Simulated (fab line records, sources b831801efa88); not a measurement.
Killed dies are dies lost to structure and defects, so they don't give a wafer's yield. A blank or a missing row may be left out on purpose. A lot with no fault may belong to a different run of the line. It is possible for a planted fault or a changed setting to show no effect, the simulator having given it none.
Comparing a struck lot with a sound one + flow sfq-line + 13 out of 325 route steps
Sound: these wafers, L155.2, L155.5, L155.6. The struck wafers were L165.2, L165.5, L165.6. The cause is given at the end.
Order at every step that has rows: each side's tool, ch and its chambers, its first start. Under that, the readings that differ: sound wafers + struck wafers + difference of the means + sigmas: that difference in standard deviations of wafers without a fault.
alike: a reading whose means differ by less than 2 such deviations, as well as words and numbers matching on both sides. not compared: withheld readings; readings where some wafer has no value; bounds like >300 that might hide an equal value; numbers whose values overlap and for which the record gives no deviation.
The two part at a step that has a row with sigmas, a row that says differs or no value, or rows on one side only. Numbers that have no deviation but don't overlap get no sigmas and don't part them. Lack of a reading on every wafer of one side parts them only where that side has two or more wafers.

first, 2 steps without rows for these wafers: SFQ_TRILAYER_I2_VIA_STRIP_SOLV_CLEAN_072 (cleans in NMP, time 600 s); SFQ_TRILAYER_M3_DEP_PRE_CLEAN_074 (time 22.5 s).
SFQ_TRILAYER_M3_DEP_SPUTTER_073: material Nb, target thk 200 nm, time 133.3 s.
  sound on pvd-sputter-03, day 27 20:47; struck on pvd-sputter-03, day 32 00:28
  alike: throttle-valve-pct
SFQ_M3_RS_MEAS_919: measurement is done with a four-point probe.
  sound on film-metro-02, day 27 20:54; struck on film-metro-04, day 32 00:35
| reading           | sound             | struck            | difference | sigmas |
|-------------------|-------------------|-------------------|------------|--------|
| M3_NB_RS (ohm/sq) | 0.874 0.884 0.886 | 0.910 0.912 0.904 | +0.027     | +3     |
then, 6 steps without rows for these wafers: SFQ_TRILAYER_M3_LITHO_COAT_080 (resist thk 62 nm); SFQ_TRILAYER_M3_LITHO_COAT_075 (resist thk 600 nm); SFQ_TRILAYER_M3_LITHO_SOFTBAKE_079; SFQ_TRILAYER_M3_LITHO_EXPOSE_076 (exposes mask M3, target cd 500 nm); SFQ_TRILAYER_M3_LITHO_PEB_078 (peb time 60 s); SFQ_TRILAYER_M3_LITHO_DEVELOP_077 (time 60 s).
-- the record jumps here: 6 days lie between the struck wafers' starts before and after --
SFQ_M3_OVL_MEAS_921:
  sound on overlay-02, day 33 18:00; struck on overlay-02, day 38 07:09
  alike: M3_OVL
SFQ_TRILAYER_M3_BARC_OPEN_METAL_ETCH_100: etches BARC in O2, target depth 125 nm, time 41.7 s.
  sound on rie-metal-01 ch 0,1, day 33 18:02; struck on rie-metal-03 ch 0,1, day 38 07:11
| reading                        | sound               | struck               | difference | sigmas      |
|--------------------------------|---------------------|----------------------|------------|-------------|
| chamber-pressure-mTorr (mTorr) | 9.995 10.017 10.008 | 11.976 11.997 11.998 | +1.984     | +99 or more |
  alike: drypump-motor-current-A, oes-product-au, rf-fwd-power-W
  not compared: rf-hours-counter-h
SFQ_TRILAYER_M3_ETCH_METAL_ETCH_078: etches Nb in Cl2/Ar, stops on SiO2, target depth 240 nm, time 120 s.
  sound on rie-metal-01 ch 0,1, day 33 18:05; struck on rie-metal-03 ch 0,1, day 38 07:14
| reading               | sound             | struck            | difference | sigmas |
|-----------------------|-------------------|-------------------|------------|--------|
| oes-product-au (a.u.) | 0.905 0.895 0.897 | 0.882 0.878 0.883 | -0.018     | -3     |
  alike: chamber-pressure-mTorr, drypump-motor-current-A, rf-fwd-power-W
  not compared: rf-hours-counter-h

WHERE THEY PART
Earliest at SFQ_M3_RS_MEAS_919; latest, in this record, at SFQ_TRILAYER_M3_ETCH_METAL_ETCH_078.

WHY: what the simulator had put in
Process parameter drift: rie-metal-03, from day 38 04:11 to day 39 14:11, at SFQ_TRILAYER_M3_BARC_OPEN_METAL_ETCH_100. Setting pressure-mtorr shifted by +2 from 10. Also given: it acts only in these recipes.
